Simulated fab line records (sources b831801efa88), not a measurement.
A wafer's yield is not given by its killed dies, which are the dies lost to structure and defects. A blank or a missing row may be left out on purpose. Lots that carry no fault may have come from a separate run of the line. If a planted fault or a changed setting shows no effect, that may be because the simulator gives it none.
Matching of chambers ; flow gf180mcu ; GF_V3_CMP_26 on cmp-01: 4 sister chambers
The step polishes, stops on SiO2, t overpolish 15 s, target thk 0 nm. 14 wafers are shown with their chamber, then 7 later ones without.

== WAFERS WITH THEIR CHAMBER ==
wafer;chamber;motor_current_A (A);time_to_endpoint_s (s)
L252.3;0;10.4;88
L252.5;3;11.8;81
L252.6;2;11.2;88
L255.2;3;11.4;78
L255.5;2;11.0;82
L255.6;1;12.1;78
L257.1;0;10.9;85
L257.4;3;11.2;84
L257.6;3;11.3;80
L270.1;2;10.9;88
L270.3;3;11.1;83
L270.6;0;10.7;87
L271.3;1;11.5;79
L271.5;1;11.9;78

SIGNATURES, as means of the wafers listed above
reading;chamber 0;chamber 1;chamber 2;chamber 3;scatter within a chamber
motor_current_A;10.667;11.833;11.033;11.360;0.255
time_to_endpoint_s;86.67;78.33;86.00;81.20;2.28
Rule: distance of a wafer from a chamber = root of the sum over the readings of ((wafer's reading minus chamber's mean) / reading's scatter) squared. If the next closest chamber is less than 2 further off than the closest, the wafer can't be placed; otherwise it belongs to the closest. The scatter is the square root of a quotient: the sum, over the shown wafers, of each reading's squared deviation from its chamber's mean, divided by wafers minus chambers.

== WAFERS WHOSE CHAMBER IS MISSING ==
wafer;motor_current_A (A);time_to_endpoint_s (s)
L271.6;10.4;84
L273.2;11.3;82
L273.3;10.7;90
L273.4;11.0;82
L274.3;11.5;82
L274.5;10.7;87
L274.6;10.7;81

== WHICH CHAMBER EACH WENT THROUGH ==
wafer;from the rows above;in truth
L271.6;can't be placed: 0 or 2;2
L273.2;can't be placed: 3 or 2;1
L273.3;can't be placed: 0 or 2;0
L273.4;can't be placed: 3 or 2 or 0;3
L274.3;can't be placed: 3 or 1 or 2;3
L274.5;can't be placed: 0 or 2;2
L274.6;can't be placed: 0 or 2 or 3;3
Correctly placed: 0 of 7. Cannot be placed on the basis of these rows: 7; the candidates contain the true chamber in 6. Number placed wrongly: 0.
